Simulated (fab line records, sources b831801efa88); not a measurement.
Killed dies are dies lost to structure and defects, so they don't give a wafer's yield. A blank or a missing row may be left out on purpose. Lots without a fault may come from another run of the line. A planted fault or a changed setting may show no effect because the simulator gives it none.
Chamber matching | flow sky130 | SKY_VIA4_CMP_02 on cmp-02: 4 sister chambers
The step polishes SiO2. 4 wafers are shown with their chamber, then 9 later ones without.

WAFERS WITH THEIR CHAMBER
wafer  | chamber | motor_current_A (A)
L335.4 | 1       | 11.0
L338.1 | 0       | 11.6
L338.2 | 3       | 9.3
L338.3 | 2       | 14.1

WAFERS WITHOUT THEIR CHAMBER
wafer  | motor_current_A (A)
L339.2 | 10.2
L339.5 | 15.5
L339.6 | 9.5
L345.1 | 14.9
L345.2 | 11.2
L345.6 | 11.0
L349.1 | 14.8
L349.2 | 10.3
L349.6 | 9.1

WHICH CHAMBER EACH WENT THROUGH
wafer  | from the rows above          | in truth
L339.2 | can't be placed: 1 or 3 or 0 | 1
L339.5 | 2                            | 2
L339.6 | can't be placed: 3 or 1      | 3
L345.1 | 2                            | 2
L345.2 | can't be placed: 1 or 0      | 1
L345.6 | can't be placed: 1 or 0      | 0
L349.1 | 2                            | 2
L349.2 | can't be placed: 1 or 3 or 0 | 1
L349.6 | 3                            | 3
Placed correctly: 4 of 9. Can't be placed from these rows: 5 (the true chamber is among the candidates in 5). Placed wrongly: 0.
How it was worked out, from the rows above alone: a wafer's distance from a chamber is the root of the sum, over the readings, of the square of ((its reading less the chamber's mean) divided by the reading's scatter). The wafer belongs to the nearest chamber; if the next one is less than 2 further off, it can't be placed. A chamber's mean is the mean of its shown wafers. The scatter: with one shown wafer a chamber, the root of the mean of the squares of how far each hidden wafer lies from its nearest shown one.
